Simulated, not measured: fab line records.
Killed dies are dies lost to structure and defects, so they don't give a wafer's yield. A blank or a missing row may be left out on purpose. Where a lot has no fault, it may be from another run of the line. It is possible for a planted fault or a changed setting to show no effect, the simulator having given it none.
Which tool is to blame? + flow gf180mcu + 14 lots with 42 wafers sampled at 5 steps, on a route of 602 steps

## WHAT EACH GAUGE READ, for each wafer
GF_LVPWELL_OVL_MEAS_07. Usual: LVPWELL_OVL 1.0 nm, standard deviation 1.4.
| lot  | measured    | on         | LVPWELL_OVL (nm) | flag |
|------|-------------|------------|------------------|------|
| L421 | day 3 22:18 | overlay-01 | -0.1 1.5 1.1     |      |
| L422 | day 4 03:24 | overlay-01 | 1.1 2.3 0.4      |      |
| L423 | day 4 07:53 | overlay-01 | 1.6 0.8 2.2      |      |
| L424 | day 4 14:02 | overlay-02 | 0.1 -1.0 -0.9    |      |
| L433 | day 6 20:07 | overlay-01 | 1.3 0.0 -0.6     |      |
| L434 | day 6 22:17 | overlay-01 | 1.2 -1.1 -0.4    |      |
| L435 | day 7 03:47 | overlay-02 | 0.7 0.5 1.6      |      |
| L437 | day 7 13:53 | overlay-01 | 2.9 3.4 3.1      |      |
| L438 | day 7 19:43 | overlay-02 | -2.3 0.6 0.6     |      |
| L439 | day 8 02:11 | overlay-01 | 1.0 2.2 0.8      |      |
| L440 | day 8 07:05 | overlay-01 | 3.3 1.3 2.6      |      |
| L441 | day 8 13:14 | overlay-01 | 0.4 0.2 -0.1     |      |
| L442 | day 8 17:25 | overlay-01 | 0.4 0.9 2.2      |      |
| L443 | day 9 00:44 | overlay-01 | 2.0 3.5 2.1      |      |

GF_VT_IMPLANT_RS_MEAS_48: the measuring method here is four-point-probe. Usual: LVPWELL_RS 1197.9 ohm/sq, standard deviation 2.9.
| lot  | measured     | on            | LVPWELL_RS (ohm/sq)  | flag |
|------|--------------|---------------|----------------------|------|
| L421 | day 7 14:55  | film metro-04 | 1205.6 1200.7 1200.8 |      |
| L422 | day 7 21:13  | film metro-02 | 1199.9 1197.0 1198.3 |      |
| L423 | day 8 03:42  | film metro-04 | 1198.7 1199.5 1202.5 |      |
| L424 | day 8 09:46  | film metro-04 | 1198.4 1200.5 1200.7 |      |
| L433 | day 11 03:29 | film metro-02 | 1195.3 1196.5 1194.5 |      |
| L434 | day 11 05:56 | film metro-04 | 1197.6 1197.3 1199.9 |      |
| L435 | day 11 11:07 | film metro-02 | 1197.4 1201.8 1205.8 |      |
| L437 | day 12 00:14 | film metro-01 | 1192.8 1192.8 1195.6 |      |
| L438 | day 12 07:07 | film metro-04 | 1199.5 1197.7 1198.3 |      |
| L439 | day 12 15:22 | film metro-02 | 1197.6 1194.1 1195.4 |      |
| L440 | day 12 21:20 | film metro-04 | 1193.9 1194.5 1199.3 |      |
| L441 | day 13 04:34 | film metro-02 | 1194.5 1196.5 1190.8 |      |
| L442 | day 13 09:14 | film metro-01 | 1201.7 1199.1 1202.5 |      |
| L443 | day 13 17:14 | film metro-04 | 1195.9 1196.9 1200.4 |      |

GF_PSD_RS_MEAS_14: the measuring method here is four-point-probe. Usual: NSD_RS 46.12 ohm/sq, standard deviation 0.091.
| lot  | measured     | on            | NSD_RS (ohm/sq)   | flag |
|------|--------------|---------------|-------------------|------|
| L421 | day 14 05:29 | film metro-03 | 46.11 46.11 46.19 |      |
| L422 | day 14 10:47 | film metro-04 | 46.07 46.10 46.13 |      |
| L423 | day 14 22:14 | film metro-03 | 46.10 46.19 46.16 |      |
| L424 | day 15 08:37 | film metro-02 | 45.92 45.94 45.97 |      |
| L433 | day 18 20:44 | film metro-03 | 46.37 46.60 46.49 | OFF  |
| L434 | day 18 22:14 | film metro-03 | 46.44 46.34 46.42 | OFF  |
| L435 | day 19 05:59 | film metro-03 | 46.15 46.10 46.07 |      |
| L437 | day 19 23:32 | film metro-02 | 46.05 46.01 46.11 |      |
| L438 | day 20 08:10 | film metro-02 | 45.96 46.05 46.04 |      |
| L439 | day 20 19:41 | film metro-03 | 46.01 46.09 46.06 |      |
| L440 | day 21 06:46 | film metro-03 | 46.03 46.08 46.14 |      |
| L441 | day 21 10:24 | film metro-04 | 46.23 46.23 46.24 |      |
| L442 | day 21 18:05 | film metro-02 | 46.10 46.02 45.97 |      |
| L443 | day 22 03:28 | film metro-04 | 46.14 46.05 46.14 |      |

GF_M1_OVL_MEAS_15. Usual: M1_OVL -4 nm, standard deviation 4.9.
| lot  | measured     | on         | M1_OVL (nm) | flag |
|------|--------------|------------|-------------|------|
| L421 | day 17 01:02 | overlay-02 | -1 -9 0     |      |
| L422 | day 17 08:59 | overlay-02 | -5 -7 -5    |      |
| L423 | day 17 20:17 | overlay-01 | -8 -8 2     |      |
| L424 | day 18 06:58 | overlay-02 | -6 -6 -4    |      |
| L433 | day 22 00:23 | overlay-02 | -8 -9 -9    |      |
| L434 | day 22 01:38 | overlay-01 | 1 -2 1      |      |
| L435 | day 22 07:59 | overlay-02 | -1 -6 -7    |      |
| L437 | day 23 01:48 | overlay-01 | -1 -15 -1   |      |
| L438 | day 23 09:14 | overlay-02 | -3 -4 3     |      |
| L439 | day 23 20:00 | overlay-01 | -9 -7 -12   |      |
| L440 | day 24 07:38 | overlay-01 | -2 -2 -6    |      |
| L441 | day 24 09:42 | overlay-02 | -6 1 1      |      |
| L442 | day 25 02:51 | overlay-02 | -4 -5 -7    |      |
| L443 | day 25 01:59 | overlay-02 | -1 1 -3     |      |

## EACH LOT AND THE TOOL THAT RAN IT (in order: tool; ch and the chambers of the sampled wafers; start)
| lot  | GF_NSD_IMPLANT_10               |
|------|---------------------------------|
| L421 | implanter-04 ch 0, day 13 09:07 |
| L422 | implanter-04 ch 0, day 13 14:46 |
| L423 | implanter-02 ch 0, day 14 01:08 |
| L424 | implanter-02 ch 0, day 14 06:15 |
| L433 | implanter-02 ch 0, day 17 20:07 |
| L434 | implanter-02 ch 0, day 17 21:09 |
| L435 | implanter-01 ch 0, day 18 05:37 |
| L437 | implanter-04 ch 0, day 18 22:15 |
| L438 | implanter-01 ch 0, day 19 07:35 |
| L439 | implanter-04 ch 0, day 19 18:37 |
| L440 | implanter-04 ch 0, day 20 06:02 |
| L441 | implanter-01 ch 0, day 20 09:35 |
| L442 | implanter-02 ch 0, day 20 17:11 |
| L443 | implanter-04 ch 0, day 21 03:37 |
- GF_NSD_IMPLANT_10

## WHAT THE TOOLS THEMSELVES READ (means of the sampled wafers that have a number; where no wafer has one, the mark that the record gives instead)
GF_NSD_IMPLANT_10. Usual: dose ions cm2 5e+14, standard deviation 5.5e+11; faraday current uA 2778, standard deviation 53.
| lot  | tool         | dose ions cm2 | faraday current uA | flag |
|------|--------------|---------------|--------------------|------|
| L421 | implanter-04 | 5e+14         | 2779               |      |
| L422 | implanter-04 | 5e+14         | 2758               |      |
| L423 | implanter-02 | 5e+14         | 2812               |      |
| L424 | implanter-02 | 5e+14         | 2745               |      |
| L433 | implanter-02 | 5e+14         | 2682               |      |
| L434 | implanter-02 | 5e+14         | 2608               | OFF  |
| L435 | implanter-01 | 5e+14         | 2789               |      |
| L437 | implanter-04 | 5e+14         | 2814               |      |
| L438 | implanter-01 | 5e+14         | 2701               |      |
| L439 | implanter-04 | 5e+14         | 2762               |      |
| L440 | implanter-04 | 5e+14         | 2780               |      |
| L441 | implanter-01 | 5e+14         | 2825               |      |
| L442 | implanter-02 | 5e+14         | 2772               |      |
| L443 | implanter-04 | 5e+14         | 2713               |      |

## THE ANSWER, worked out from the rows above alone
Rule: lot off if the mean of its wafers having a number is beyond 3 standard deviations from the usual mean. A lot without any number at a reading at which 4 lots or more have one is off too. Any other lot the step has rows for is counted as sound. First the gauges in route order, then the tools' own readings, where a lot's mean is used as printed above. The first step at which some lot is off is used, and at that step the reading that is off furthest; a lot without a number counts as furthest.
Off: at GF_PSD_RS_MEAS_14 (NSD_RS), L433, L434.
A tool fits if, at a process step before that reading, it ran every lot that is off, and no sound lot after the first of them. Those tools and the gauges at GF_PSD_RS_MEAS_14 are tried in the same way. Not one of the candidates tried fits.

## WHAT THE SIMULATOR HAD INSERTED
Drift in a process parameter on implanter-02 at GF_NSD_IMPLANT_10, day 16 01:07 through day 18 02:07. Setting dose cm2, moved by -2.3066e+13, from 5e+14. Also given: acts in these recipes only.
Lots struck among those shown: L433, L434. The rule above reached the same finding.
